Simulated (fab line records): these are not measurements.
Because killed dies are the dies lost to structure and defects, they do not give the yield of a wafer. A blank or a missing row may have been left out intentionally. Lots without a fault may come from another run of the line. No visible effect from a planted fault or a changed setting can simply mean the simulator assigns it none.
Which tool did it? | flow sky130 | 13 lots, 39 wafers sampled, at 4 steps of a route of 708

## WHAT THE GAUGES SHOWED, per wafer
SKY_VT_ADJUST_NCORE_TW_MEAS_11.
lot  | measured     | on            | VT_ADJUST_NCORE_TW
L528 | day 8 17:59  | film metro-01 | 220.4 220.6 221.4
L529 | day 8 23:56  | film metro-01 | 220.1 220.0 221.2
L530 | day 9 07:38  | film metro-03 | 217.4 218.9 218.4
L532 | day 9 22:14  | film metro-02 | 221.0 221.2 220.2
L533 | day 10 06:18 | film metro-02 | 219.4 218.9 218.0
L534 | day 10 09:53 | film metro-03 | 217.3 218.7 218.9
L535 | day 10 23:25 | film metro-03 | 218.9 218.1 217.9
L536 | day 11 20:35 | film metro-02 | 219.3 220.9 219.6
L538 | day 12 04:56 | film metro-02 | 219.4 219.6 217.9
L545 | day 13 17:43 | film metro-02 | 217.8 219.9 220.0
L548 | day 14 19:55 | film metro-03 | 221.0 219.8 220.4
L549 | day 15 04:51 | film metro-03 | 217.9 217.4 219.4
L551 | day 15 15:43 | film metro-03 | 218.6 218.7 218.3

SKY_SONOS_ONO_THK_MEAS_01.
lot  | measured     | on            | SONOS_ONO_OXIDATION_THK (nm)
L528 | day 11 17:50 | film metro-02 | 2.56 2.62 2.55
L529 | day 12 00:47 | film metro-02 | 2.60 2.55 2.62
L530 | day 12 09:18 | film metro-01 | 2.58 2.54 2.50
L532 | day 13 02:10 | film metro-01 | 2.68 2.66 2.67
L533 | day 13 10:02 | film metro-03 | 2.52 2.48 2.59
L534 | day 13 14:50 | film metro-02 | 2.61 2.63 2.65
L535 | day 14 07:59 | film metro-02 | 2.61 2.58 2.55
L536 | day 15 06:51 | film metro-01 | 2.57 2.64 2.64
L538 | day 15 15:08 | film metro-01 | 2.60 2.65 2.58
L545 | day 17 09:50 | film metro-02 | 3.58 3.51 3.59
L548 | day 18 13:01 | film metro-02 | 3.58 3.55 3.61
L549 | day 18 23:16 | film metro-02 | 3.47 3.46 3.42
L551 | day 19 12:18 | film metro-01 | 2.50 2.53 2.59

## WHICH TOOL RAN EACH LOT (tool, then ch and the chambers of the sampled wafers, then the start)
lot  | SKY_VT_ADJUST_NCORE_STRIP_10         | SKY_VT_ADJUST_HVTR_STRIP_10
L528 | plasma asher-03 ch 0,1, day 8 17:53  | plasma asher-01 ch 0,1, day 9 14:56
L529 | plasma asher-01 ch 0,1, day 8 23:50  | plasma asher-04 ch 0,1, day 9 21:29
L530 | plasma asher-04 ch 0,1, day 9 07:32  | plasma asher-04 ch 0,1, day 10 07:06
L532 | plasma asher-04 ch 0,1, day 9 22:08  | plasma asher-01 ch 0,1, day 10 22:05
L533 | plasma asher-01 ch 0,1, day 10 06:11 | plasma asher-02 ch 0,1, day 11 05:59
L534 | plasma asher-04 ch 0,1, day 10 09:47 | plasma asher-01 ch 0,1, day 11 10:11
L535 | plasma asher-01 ch 0,1, day 10 23:18 | plasma asher-04 ch 0,1, day 11 23:53
L536 | plasma asher-01 ch 0,1, day 11 20:29 | plasma asher-02 ch 0,1, day 12 20:59
L538 | plasma asher-03 ch 0,1, day 12 04:50 | plasma asher-04 ch 0,1, day 13 06:33
L545 | plasma asher-04 ch 0,1, day 13 17:37 | plasma asher-02 ch 0,1, day 14 20:57
L548 | plasma asher-04 ch 0,1, day 14 19:49 | plasma asher-01 ch 0,1, day 16 00:18
L549 | plasma asher-01 ch 0,1, day 15 04:45 | plasma asher-02 ch 0,1, day 16 08:38
L551 | plasma asher-04 ch 0,1, day 15 15:37 | plasma asher-01 ch 0,1, day 16 20:23
- SKY_VT_ADJUST_NCORE_STRIP_10: strips in O2/N2.
- SKY_VT_ADJUST_HVTR_STRIP_10: strips in O2/N2.

## WHAT THE TOOLS THEMSELVES READ (means of the sampled wafers that have a number; where no wafer has one, the mark that the record gives instead)
SKY_VT_ADJUST_NCORE_STRIP_10.
lot  | tool            | drypump motor current A (A) | o2 flow sccm (sccm) | oes product au (a.u.) | strip time to endpoint s (s)
L528 | plasma asher-03 | 5.9                         | 3001                | 0.715                 | 14.18
L529 | plasma asher-01 | 6.2                         | 2992                | 0.716                 | 14.19
L530 | plasma asher-04 | 6.3                         | 3002                | 0.719                 | 14.13
L532 | plasma asher-04 | 6.2                         | 2995                | 0.714                 | 14.16
L533 | plasma asher-01 | 6.0                         | 2996                | 0.716                 | 14.18
L534 | plasma asher-04 | 6.2                         | 3003                | 0.711                 | 14.18
L535 | plasma asher-01 | 6.2                         | 3013                | 0.716                 | 14.20
L536 | plasma asher-01 | 6.2                         | 2992                | 0.712                 | 14.14
L538 | plasma asher-03 | 6.0                         | 2988                | 0.714                 | 14.14
L545 | plasma asher-04 | 6.3                         | 3010                | 0.716                 | 14.19
L548 | plasma asher-04 | 6.2                         | 2999                | 0.713                 | 14.25
L549 | plasma asher-01 | 6.2                         | 3014                | 0.718                 | 14.20
L551 | plasma asher-04 | 6.2                         | 2993                | 0.719                 | 14.19

SKY_VT_ADJUST_HVTR_STRIP_10.
lot  | tool            | drypump motor current A (A) | o2 flow sccm (sccm) | oes product au (a.u.) | strip time to endpoint s (s)
L528 | plasma asher-01 | 6.2                         | 3004                | 0.715                 | 14.16
L529 | plasma asher-04 | 6.2                         | 3000                | 0.716                 | 14.17
L530 | plasma asher-04 | 6.3                         | 3004                | 0.715                 | 14.21
L532 | plasma asher-01 | 6.0                         | 3000                | 0.717                 | 14.17
L533 | plasma asher-02 | 6.1                         | 3000                | 0.719                 | 14.15
L534 | plasma asher-01 | 6.2                         | 2993                | 0.712                 | 14.20
L535 | plasma asher-04 | 6.2                         | 2995                | 0.718                 | 14.18
L536 | plasma asher-02 | 6.1                         | 3006                | 0.716                 | 14.24
L538 | plasma asher-04 | 6.2                         | 3010                | 0.712                 | 14.14
L545 | plasma asher-02 | 5.6                         | 3003                | 0.717                 | 14.14
L548 | plasma asher-01 | 6.0                         | 3009                | 0.716                 | 14.20
L549 | plasma asher-02 | 6.1                         | 2997                | 0.718                 | 14.21
L551 | plasma asher-01 | 6.0                         | 3003                | 0.711                 | 14.22

## THE ANSWER, worked out from the rows above alone
Rule: usual is defined by the lots themselves. Put in order of their means at a reading, lots are off if they are a third of the lots or fewer, leave a main group of 4 or more, and stand apart from it by a gap of 3 or more times the standard deviation of the main group's means; of several such gaps the widest counts. A main group whose means are all the same, to the digits that the tables above print for the reading, isn't used. Also off: a lot with no number at a reading for which 4 or more lots have one. The other lots that the step has rows for count as sound. After the gauges, taken in route order, come the tools' own readings; for these a lot's mean is taken, as printed above. The first step at which some lot is off is used, and at that step the reading that is off furthest; a lot without a number counts as furthest.
Off: at SKY_SONOS_ONO_THK_MEAS_01 (SONOS_ONO_OXIDATION_THK), L545, L548, L549. Main group: mean 2.59 nm, sd 0.042.
A tool fits if, at a process step before that reading, it ran every lot that is off, and no sound lot after the first of them. Those tools and the gauges at SKY_SONOS_ONO_THK_MEAS_01 are tried in the same way. One fits: film metro-02 at SKY_SONOS_ONO_THK_MEAS_01. A fault onset in the window from L535 (day 14 07:59, its last sound lot) to L545 (day 17 09:50, its first lot off) fits.

## WHAT HAD BEEN PUT IN BY THE SIMULATOR
Metrology matching offset: film metro-02, from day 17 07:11 on, at SKY_SONOS_ONO_THK_MEAS_01. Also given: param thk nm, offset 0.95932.
Struck lots among those shown: L545, L548, L549. This agrees with what the rule above found.
